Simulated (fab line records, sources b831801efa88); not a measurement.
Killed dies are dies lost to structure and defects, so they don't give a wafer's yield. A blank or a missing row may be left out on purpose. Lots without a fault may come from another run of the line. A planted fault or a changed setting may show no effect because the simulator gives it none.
Which tool did it? | flow sky130 | 11 lots, 33 wafers sampled, at 5 steps of a route of 708

WHAT THE GAUGES READ, wafer by wafer
SKY_VIA3_THK_MEAS_01.
lot  | measured     | on            | VIA3_HDPCVD_THK (nm)
L307 | day 38 13:32 | film_metro-01 | 1657 1646 1633
L308 | day 39 05:29 | film_metro-02 | 1641 1648 1639
L310 | day 39 19:46 | film_metro-04 | 1658 1665 1646
L311 | day 39 20:39 | film_metro-02 | 1655 1650 1646
L312 | day 41 05:26 | film_metro-04 | 3312 3300 3283
L313 | day 40 22:49 | film_metro-02 | 1621 1606 1627
L314 | day 41 01:01 | film_metro-02 | 1622 1632 1620
L322 | day 43 06:58 | film_metro-01 | 3303 3286 3286
L323 | day 43 07:53 | film_metro-01 | 1646 1660 1663
L324 | day 43 17:29 | film_metro-02 | 1646 1634 1649
L329 | day 44 20:16 | film_metro-01 | 1659 1646 1650

SKY_VIA3_BOW_MEAS_03.
lot  | measured     | on            | VIA3_BOW (um)
L307 | day 38 13:53 | film_metro-04 | 76 83 86
L308 | day 39 05:51 | film_metro-01 | 87 87 85
L310 | day 39 20:08 | film_metro-01 | 82 68 73
L311 | day 39 21:01 | film_metro-04 | 79 71 67
L312 | day 41 05:49 | film_metro-02 | 87 76 89
L313 | day 40 23:10 | film_metro-02 | 87 82 64
L314 | day 41 01:24 | film_metro-01 | 75 80 81
L322 | day 43 07:20 | film_metro-02 | 61 82 65
L323 | day 43 08:15 | film_metro-04 | 78 76 78
L324 | day 43 17:59 | film_metro-04 | 83 87 88
L329 | day 44 20:37 | film_metro-01 | 86 97 88

WHICH TOOL RAN EACH LOT (tool, then ch and the chambers of the sampled wafers, then the start)
lot  | SKY_CAPM_METAL_ETCH_13            | SKY_VIA3_HDPCVD_00               | SKY_VIA3_CMP_02
L307 | rie_metal-02 ch 0,1, day 37 11:08 | hdpcvd-02 ch 1,2, day 38 13:22   | cmp-02 ch 0,1,2, day 38 13:41
L308 | rie_metal-01 ch 0,1, day 38 02:48 | hdpcvd-01 ch 1,2, day 39 05:18   | cmp-02 ch 2,3, day 39 05:35
L310 | rie_metal-02 ch 0,1, day 38 17:40 | hdpcvd-01 ch 0,1,2, day 39 19:35 | cmp-01 ch 0,1,2, day 39 19:55
L311 | rie_metal-01 ch 0, day 38 18:33   | hdpcvd-02 ch 0,1, day 39 20:29   | cmp-02 ch 0,1,3, day 39 20:46
L312 | rie_metal-01 ch 0,1, day 39 11:49 | hdpcvd-02 ch 0,1, day 40 13:46   | cmp-01 ch 1,2, day 41 05:29
L313 | rie_metal-01 ch 0,1, day 39 20:41 | hdpcvd-01 ch 0,1, day 40 22:38   | cmp-01 ch 0,2, day 40 22:52
L314 | rie_metal-02 ch 0,1, day 39 23:25 | hdpcvd-01 ch 0,1, day 41 00:50   | cmp-02 ch 0,1,2, day 41 01:04
L322 | rie_metal-03 ch 0,1, day 42 05:09 | hdpcvd-01 ch 0,1,2, day 43 06:28 | cmp-01 ch 0,1, day 43 07:05
L323 | rie_metal-01 ch 0,1, day 42 05:59 | hdpcvd-02 ch 0,1,2, day 43 07:44 | cmp-02 ch 1,2,3, day 43 07:57
L324 | rie_metal-01 ch 0, day 42 16:24   | hdpcvd-02 ch 0,1, day 43 17:19   | cmp-02 ch 1,2,3, day 43 17:41
L329 | rie_metal-02 ch 0,1, day 43 19:50 | hdpcvd-02 ch 0,2, day 44 20:06   | cmp-01 ch 0,1,3, day 44 20:19
- SKY_CAPM_METAL_ETCH_13: etches TiN in Cl2/BCl3, stops on SiO2, target depth 220 nm, time 62.9 s.
- SKY_VIA3_HDPCVD_00: deposits SiO2, target thk 1635 nm, time 272.5 s.
- SKY_VIA3_CMP_02: polishes SiO2.

WHAT THE TOOLS THEMSELVES READ (means of the sampled wafers that have a number; where no wafer has one, the mark that the record gives instead)
SKY_CAPM_METAL_ETCH_13.
lot  | tool         | drypump_motor_current_A (A) | mfc_cl2_sccm (sccm) | oes_product_au (a.u.) | rf_fwd_power_W (W) | throttle_valve_pct (%)
L307 | rie_metal-02 | 5.9                         | 60.01               | 0.932                 | 892.5              | 21.907
L308 | rie_metal-01 | 5.0                         | 59.95               | 0.939                 | 894.7              | 21.903
L310 | rie_metal-02 | 6.1                         | 59.94               | 0.953                 | 889.7              | 21.894
L311 | rie_metal-01 | 4.9                         | 59.95               | 0.939                 | 895.0              | 21.897
L312 | rie_metal-01 | 5.1                         | 60.08               | 0.939                 | 892.7              | 21.894
L313 | rie_metal-01 | 5.2                         | 59.88               | 0.946                 | 891.3              | 21.896
L314 | rie_metal-02 | 6.1                         | 60.10               | 0.937                 | 892.0              | 21.903
L322 | rie_metal-03 | 6.1                         | 59.99               | 0.951                 | 894.1              | 21.899
L323 | rie_metal-01 | 5.1                         | 60.08               | 0.947                 | 894.2              | 21.894
L324 | rie_metal-01 | 4.9                         | 60.16               | 0.948                 | 893.8              | 21.904
L329 | rie_metal-02 | 5.9                         | 59.93               | 0.935                 | 894.3              | 21.914

SKY_VIA3_HDPCVD_00.
lot  | tool      | pressure_mtorr (mTorr)
L307 | hdpcvd-02 | 5.996
L308 | hdpcvd-01 | 6.010
L310 | hdpcvd-01 | 5.992
L311 | hdpcvd-02 | 5.999
L312 | hdpcvd-02 | 6.002
L313 | hdpcvd-01 | 5.998
L314 | hdpcvd-01 | 5.989
L322 | hdpcvd-01 | 5.996
L323 | hdpcvd-02 | 5.992
L324 | hdpcvd-02 | 6.002
L329 | hdpcvd-02 | 5.996

SKY_VIA3_CMP_02.
lot  | tool   | motor_current_A (A) | platen_rpm (rpm)
L307 | cmp-02 | 11.0                | 59.98
L308 | cmp-02 | 11.4                | 59.98
L310 | cmp-01 | 11.2                | 60.01
L311 | cmp-02 | 11.8                | 59.99
L312 | cmp-01 | 10.2                | 60.00
L313 | cmp-01 | 12.3                | 60.00
L314 | cmp-02 | 11.2                | 59.98
L322 | cmp-01 | 11.8                | 60.01
L323 | cmp-02 | 11.0                | 59.97
L324 | cmp-02 | 10.8                | 60.04
L329 | cmp-01 | 11.6                | 59.97

THE ANSWER, worked out from the rows above alone
Rule: what is usual is taken from the lots themselves. Put in order of their means at a reading, lots are off if they are a third of the lots or fewer, leave a main group of 4 or more, and stand apart from it by a gap of 3 or more times the standard deviation of the main group's means; of several such gaps the widest counts. A main group whose means are all the same, to the digits that the tables above print for the reading, isn't used. A lot without any number at a reading at which 4 lots or more have one is off too. The other lots that the step has rows for count as sound. The gauges are gone through in route order, then the tools' own readings, and for those a lot's mean is taken as printed above. The first step at which some lot is off is used, and at that step the reading that is off furthest; a lot without a number counts as furthest.
Off: L312, L322, at SKY_VIA3_THK_MEAS_01 (VIA3_HDPCVD_THK). The main group: mean 1643 nm, standard deviation 13.
A tool fits if, at a process step before that reading, it ran every lot that is off, and no sound lot after the first of them. The gauges at SKY_VIA3_THK_MEAS_01 are tried like those tools. None of those tried fits.

WHAT THE SIMULATOR HAD PUT IN
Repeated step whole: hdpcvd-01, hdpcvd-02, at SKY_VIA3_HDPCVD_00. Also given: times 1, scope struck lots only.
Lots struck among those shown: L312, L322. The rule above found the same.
